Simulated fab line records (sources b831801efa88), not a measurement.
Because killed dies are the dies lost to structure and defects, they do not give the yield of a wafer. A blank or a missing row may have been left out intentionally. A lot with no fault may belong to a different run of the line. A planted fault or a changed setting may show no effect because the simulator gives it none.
Which tool was responsible? :: flow gf180mcu :: 11 lots, 33 wafers sampled, at 7 steps of a route of 602

== WHAT THE GAUGES SHOWED, per wafer ==
GF_HV_LDD_OVL_MEAS_20.
lot: L220
measured: day 10 16:38
on: overlay-02
HV_LDD_01_OVL (nm): -2.1 -4.8 -2.8

lot: L221
measured: day 11 01:02
on: overlay-02
HV_LDD_01_OVL (nm): 0.8 0.4 0.5

lot: L222
measured: day 11 09:38
on: overlay-02
HV_LDD_01_OVL (nm): -0.3 -1.9 -2.2

lot: L224
measured: day 12 02:47
on: overlay-01
HV_LDD_01_OVL (nm): -2.2 -1.7 -2.8

lot: L225
measured: day 12 07:26
on: overlay-02
HV_LDD_01_OVL (nm): -2.3 0.1 -0.5

lot: L227
measured: day 13 01:30
on: overlay-02
HV_LDD_01_OVL (nm): -1.4 1.5 0.5

lot: L229
measured: day 13 17:14
on: overlay-02
HV_LDD_01_OVL (nm): -0.4 -1.4 -1.1

lot: L231
measured: day 14 01:19
on: overlay-02
HV_LDD_01_OVL (nm): -0.1 1.3 0.3

lot: L238
measured: day 16 16:01
on: overlay-02
HV_LDD_01_OVL (nm): -0.1 -0.9 -0.3

lot: L241
measured: day 17 16:43
on: overlay-02
HV_LDD_01_OVL (nm): -1.5 -0.8 -2.1

lot: L243
measured: day 18 00:55
on: overlay-01
HV_LDD_01_OVL (nm): -1.3 -0.7 1.0

GF_HV_LDD_OVL_MEAS_47.
lot: L220
measured: day 12 07:14
on: overlay-01
HV_LDD_03_OVL (nm): -0.9 0.5 -3.1

lot: L221
measured: day 12 16:38
on: overlay-01
HV_LDD_03_OVL (nm): 0.9 -0.5 -1.9

lot: L222
measured: day 13 00:41
on: overlay-01
HV_LDD_03_OVL (nm): 0.0 -0.3 -0.9

lot: L224
measured: day 13 20:14
on: overlay-02
HV_LDD_03_OVL (nm): -2.4 -2.9 -2.4

lot: L225
measured: day 14 01:12
on: overlay-01
HV_LDD_03_OVL (nm): -2.1 -2.9 -4.8

lot: L227
measured: day 14 19:25
on: overlay-01
HV_LDD_03_OVL (nm): -1.6 0.1 -1.3

lot: L229
measured: day 15 11:17
on: overlay-01
HV_LDD_03_OVL (nm): -0.8 -0.9 -1.1

lot: L231
measured: day 15 20:07
on: overlay-02
HV_LDD_03_OVL (nm): 1.1 -0.4 -1.2

lot: L238
measured: day 18 15:11
on: overlay-02
HV_LDD_03_OVL (nm): -0.7 0.9 -1.1

lot: L241
measured: day 19 17:59
on: overlay-02
HV_LDD_03_OVL (nm): 1.1 0.2 0.9

lot: L243
measured: day 20 01:59
on: overlay-02
HV_LDD_03_OVL (nm): -3.0 -3.8 -1.6

GF_PSD_TW_MEAS_11.
lot: L220
measured: day 14 02:46
on: film-metro-01
PSD_TW: 3200 3186 3176

lot: L221
measured: day 14 15:02
on: film-metro-01
PSD_TW: 3200 3188 3201

lot: L222
measured: day 14 22:59
on: film-metro-02
PSD_TW: 3174 3208 3202

lot: L224
measured: day 15 17:52
on: film-metro-02
PSD_TW: 3201 3205 3177

lot: L225
measured: day 16 01:05
on: film-metro-01
PSD_TW: 3172 3177 3170

lot: L227
measured: day 16 19:53
on: film-metro-01
PSD_TW: 3036 3064 3049

lot: L229
measured: day 17 16:19
on: film-metro-04
PSD_TW: 3068 3066 3069

lot: L231
measured: day 17 20:47
on: film-metro-04
PSD_TW: 3057 3063 3064

lot: L238
measured: day 20 19:46
on: film-metro-04
PSD_TW: 3252 3231 3218

lot: L241
measured: day 21 22:28
on: film-metro-02
PSD_TW: 3203 3185 3202

lot: L243
measured: day 22 04:31
on: film-metro-01
PSD_TW: 3200 3176 3210

GF_PSD_RS_MEAS_15: the measuring method here is four-point-probe.
lot: L220
measured: day 14 03:04
on: film-metro-02
PSD_RS (ohm/sq): 108.77 108.64 108.55

lot: L221
measured: day 14 15:21
on: film-metro-01
PSD_RS (ohm/sq): 107.88 108.21 108.30

lot: L222
measured: day 14 23:18
on: film-metro-02
PSD_RS (ohm/sq): 109.18 108.95 108.86

lot: L224
measured: day 15 18:11
on: film-metro-04
PSD_RS (ohm/sq): 108.54 108.59 108.46

lot: L225
measured: day 16 01:25
on: film-metro-02
PSD_RS (ohm/sq): 108.37 108.48 108.53

lot: L227
measured: day 16 20:14
on: film-metro-01
PSD_RS (ohm/sq): 118.28 118.82 118.53

lot: L229
measured: day 17 16:38
on: film-metro-02
PSD_RS (ohm/sq): 118.34 118.52 118.53

lot: L231
measured: day 17 21:07
on: film-metro-04
PSD_RS (ohm/sq): 119.50 119.27 119.31

lot: L238
measured: day 20 20:05
on: film-metro-02
PSD_RS (ohm/sq): 108.15 108.54 108.26

lot: L241
measured: day 21 22:47
on: film-metro-01
PSD_RS (ohm/sq): 108.54 108.60 108.96

lot: L243
measured: day 22 04:49
on: film-metro-01
PSD_RS (ohm/sq): 108.63 108.43 108.51

== TOOL THAT RAN EACH LOT (tool first, then ch and the chambers of the sampled wafers, then the start) ==
lot: L220
GF_HV_LDD_STRIP_22: plasma-asher-04 ch 0,1, day 10 16:49
GF_PSD_IMPLANT_09: implanter-04 ch 0, day 14 02:31
GF_PSD_STRIP_10: plasma-asher-02 ch 0,1, day 14 02:40

lot: L221
GF_HV_LDD_STRIP_22: plasma-asher-04 ch 0,1, day 11 01:14
GF_PSD_IMPLANT_09: implanter-02 ch 0, day 14 14:47
GF_PSD_STRIP_10: plasma-asher-03 ch 0,1, day 14 14:56

lot: L222
GF_HV_LDD_STRIP_22: plasma-asher-02 ch 0,1, day 11 09:50
GF_PSD_IMPLANT_09: implanter-04 ch 0, day 14 22:44
GF_PSD_STRIP_10: plasma-asher-03 ch 0, day 14 22:53

lot: L224
GF_HV_LDD_STRIP_22: plasma-asher-04 ch 0,1, day 12 02:58
GF_PSD_IMPLANT_09: implanter-04 ch 0, day 15 17:37
GF_PSD_STRIP_10: plasma-asher-01 ch 0,1, day 15 17:46

lot: L225
GF_HV_LDD_STRIP_22: plasma-asher-04 ch 0,1, day 12 07:37
GF_PSD_IMPLANT_09: implanter-04 ch 0, day 16 00:52
GF_PSD_STRIP_10: plasma-asher-02 ch 0,1, day 16 00:59

lot: L227
GF_HV_LDD_STRIP_22: plasma-asher-03 ch 0,1, day 13 01:42
GF_PSD_IMPLANT_09: implanter-04 ch 0, day 16 19:41
GF_PSD_STRIP_10: plasma-asher-02 ch 0,1, day 16 19:47

lot: L229
GF_HV_LDD_STRIP_22: plasma-asher-03 ch 0,1, day 13 17:25
GF_PSD_IMPLANT_09: implanter-04 ch 0, day 17 16:04
GF_PSD_STRIP_10: plasma-asher-01 ch 0, day 17 16:13

lot: L231
GF_HV_LDD_STRIP_22: plasma-asher-04 ch 0,1, day 14 01:32
GF_PSD_IMPLANT_09: implanter-04 ch 0, day 17 20:34
GF_PSD_STRIP_10: plasma-asher-01 ch 0,1, day 17 20:41

lot: L238
GF_HV_LDD_STRIP_22: plasma-asher-02 ch 0,1, day 16 16:13
GF_PSD_IMPLANT_09: implanter-03 ch 0, day 20 19:31
GF_PSD_STRIP_10: plasma-asher-01 ch 0,1, day 20 19:40

lot: L241
GF_HV_LDD_STRIP_22: plasma-asher-02 ch 0,1, day 17 16:55
GF_PSD_IMPLANT_09: implanter-02 ch 0, day 21 22:13
GF_PSD_STRIP_10: plasma-asher-02 ch 0,1, day 21 22:22

lot: L243
GF_HV_LDD_STRIP_22: plasma-asher-02 ch 0, day 18 01:07
GF_PSD_IMPLANT_09: implanter-02 ch 0, day 22 04:16
GF_PSD_STRIP_10: plasma-asher-03 ch 0,1, day 22 04:25
- GF_HV_LDD_STRIP_22: strips in O2/N2.
- GF_PSD_IMPLANT_09
- GF_PSD_STRIP_10: strips in O2/N2.

== WHAT THE TOOLS THEMSELVES READ (means of the sampled wafers that have a number; where no wafer has one, the mark that the record gives instead) ==
GF_HV_LDD_STRIP_22.
lot: L220
tool: plasma-asher-04
drypump-motor-current-A (A): 5.42
heater-power-w (W): 302
oes-product-au (a.u.): 0.715
strip-time-to-endpoint-s (s): 12.64

lot: L221
tool: plasma-asher-04
drypump-motor-current-A (A): 5.46
heater-power-w (W): 311
oes-product-au (a.u.): 0.718
strip-time-to-endpoint-s (s): 12.63

lot: L222
tool: plasma-asher-02
drypump-motor-current-A (A): 5.10
heater-power-w (W): 332
oes-product-au (a.u.): 0.714
strip-time-to-endpoint-s (s): 12.60

lot: L224
tool: plasma-asher-04
drypump-motor-current-A (A): 5.47
heater-power-w (W): 305
oes-product-au (a.u.): 0.715
strip-time-to-endpoint-s (s): 12.59

lot: L225
tool: plasma-asher-04
drypump-motor-current-A (A): 5.47
heater-power-w (W): 310
oes-product-au (a.u.): 0.717
strip-time-to-endpoint-s (s): 12.55

lot: L227
tool: plasma-asher-03
drypump-motor-current-A (A): 5.52
heater-power-w (W): 341
oes-product-au (a.u.): 0.722
strip-time-to-endpoint-s (s): 12.59

lot: L229
tool: plasma-asher-03
drypump-motor-current-A (A): 5.32
heater-power-w (W): 342
oes-product-au (a.u.): 0.714
strip-time-to-endpoint-s (s): 12.66

lot: L231
tool: plasma-asher-04
drypump-motor-current-A (A): 5.45
heater-power-w (W): 315
oes-product-au (a.u.): 0.714
strip-time-to-endpoint-s (s): 12.71

lot: L238
tool: plasma-asher-02
drypump-motor-current-A (A): 5.29
heater-power-w (W): 312
oes-product-au (a.u.): 0.717
strip-time-to-endpoint-s (s): 12.64

lot: L241
tool: plasma-asher-02
drypump-motor-current-A (A): 5.28
heater-power-w (W): 311
oes-product-au (a.u.): 0.714
strip-time-to-endpoint-s (s): 12.64

lot: L243
tool: plasma-asher-02
drypump-motor-current-A (A): 5.46
heater-power-w (W): 285
oes-product-au (a.u.): 0.720
strip-time-to-endpoint-s (s): 12.66

GF_PSD_IMPLANT_09.
lot: L220
tool: implanter-04
dose-ions-cm2: 1.4993e+15
faraday-current-uA: 8213

lot: L221
tool: implanter-02
dose-ions-cm2: 1.5005e+15
faraday-current-uA: 8378

lot: L222
tool: implanter-04
dose-ions-cm2: 1.5006e+15
faraday-current-uA: 8373

lot: L224
tool: implanter-04
dose-ions-cm2: 1.4983e+15
faraday-current-uA: 8101

lot: L225
tool: implanter-04
dose-ions-cm2: 1.4988e+15
faraday-current-uA: 8247

lot: L227
tool: implanter-04
dose-ions-cm2: 1.2271e+15
faraday-current-uA: 6744

lot: L229
tool: implanter-04
dose-ions-cm2: 1.2284e+15
faraday-current-uA: 6842

lot: L231
tool: implanter-04
dose-ions-cm2: 1.2307e+15
faraday-current-uA: 6826

lot: L238
tool: implanter-03
dose-ions-cm2: 1.5010e+15
faraday-current-uA: 8261

lot: L241
tool: implanter-02
dose-ions-cm2: 1.5015e+15
faraday-current-uA: 8227

lot: L243
tool: implanter-02
dose-ions-cm2: 1.5005e+15
faraday-current-uA: 8386

GF_PSD_STRIP_10.
lot: L220
tool: plasma-asher-02
drypump-motor-current-A (A): 5.1
heater-power-w (W): 338
oes-product-au (a.u.): 0.593
strip-time-to-endpoint-s (s): 16.49

lot: L221
tool: plasma-asher-03
drypump-motor-current-A (A): 5.5
heater-power-w (W): 342
oes-product-au (a.u.): 0.593
strip-time-to-endpoint-s (s): 16.50

lot: L222
tool: plasma-asher-03
drypump-motor-current-A (A): 5.1
heater-power-w (W): 346
oes-product-au (a.u.): 0.589
strip-time-to-endpoint-s (s): 16.50

lot: L224
tool: plasma-asher-01
drypump-motor-current-A (A): 5.5
heater-power-w (W): 319
oes-product-au (a.u.): 0.595
strip-time-to-endpoint-s (s): 16.48

lot: L225
tool: plasma-asher-02
drypump-motor-current-A (A): 5.3
heater-power-w (W): 310
oes-product-au (a.u.): 0.594
strip-time-to-endpoint-s (s): 16.50

lot: L227
tool: plasma-asher-02
drypump-motor-current-A (A): 5.3
heater-power-w (W): 308
oes-product-au (a.u.): 0.605
strip-time-to-endpoint-s (s): 15.96

lot: L229
tool: plasma-asher-01
drypump-motor-current-A (A): 5.2
heater-power-w (W): 314
oes-product-au (a.u.): 0.604
strip-time-to-endpoint-s (s): 15.87

lot: L231
tool: plasma-asher-01
drypump-motor-current-A (A): 5.8
heater-power-w (W): 314
oes-product-au (a.u.): 0.605
strip-time-to-endpoint-s (s): 15.87

lot: L238
tool: plasma-asher-01
drypump-motor-current-A (A): 5.8
heater-power-w (W): 306
oes-product-au (a.u.): 0.596
strip-time-to-endpoint-s (s): 16.53

lot: L241
tool: plasma-asher-02
drypump-motor-current-A (A): 5.1
heater-power-w (W): 333
oes-product-au (a.u.): 0.591
strip-time-to-endpoint-s (s): 16.57

lot: L243
tool: plasma-asher-03
drypump-motor-current-A (A): 5.3
heater-power-w (W): 344
oes-product-au (a.u.): 0.588
strip-time-to-endpoint-s (s): 16.46

== THE ANSWER, worked out from the rows above alone ==
Rule: the lots themselves supply what counts as usual. The widest of any qualifying gaps counts: lots, ordered by their means at a reading, are off when they make up no more than a third of the lots, leave a main group of 4 or more, and stand apart from it by 3 or more times the standard deviation of that group's means. A main group whose means are all the same, to the digits that the tables above print for the reading, isn't used. A lot without any number at a reading at which 4 lots or more have one is off too. Where the step has rows for the other lots, those lots are counted as sound. Order of review: gauges by route order, followed by the tools' own readings, for which a lot's mean as printed above is used. The first step at which some lot is off is used, and at that step the reading that is off furthest; a lot without a number counts as furthest.
Off: L227, L229, L231, at GF_PSD_TW_MEAS_11 (PSD_TW). The main group has a mean of 3196 with a standard deviation of 16.
If a tool, at a process step before that reading, ran all the lots that are off and no sound lot after the first of them, it fits. The gauges at GF_PSD_TW_MEAS_11 aren't tried: what is off there is off at GF_PSD_IMPLANT_09 too, on other tools, and a gauge's error can't cause that. One candidate fits, namely implanter-04 at GF_PSD_IMPLANT_09. Its last sound lot is L225 (day 16 00:52), its first lot that is off L227 (day 16 19:41): a fault that began between those two fits.
The tool's own readings at GF_PSD_IMPLANT_09 bear it out: on the lots that are off they differ by more than 5 times the standard deviation of the sound lots' means. dose-ions-cm2 reads 1.2287e+15 there against 1.5001e+15 on the sound lots; faraday-current-uA reads 6804 there against 8273 on the sound lots.

== WHAT WAS PUT IN BY THE SIMULATOR ==
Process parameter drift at GF_PSD_IMPLANT_09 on implanter-04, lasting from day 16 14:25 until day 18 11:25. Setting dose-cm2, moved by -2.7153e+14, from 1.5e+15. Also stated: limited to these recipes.
Lots struck among those shown: L227, L229, L231. The rule given above showed the same thing.
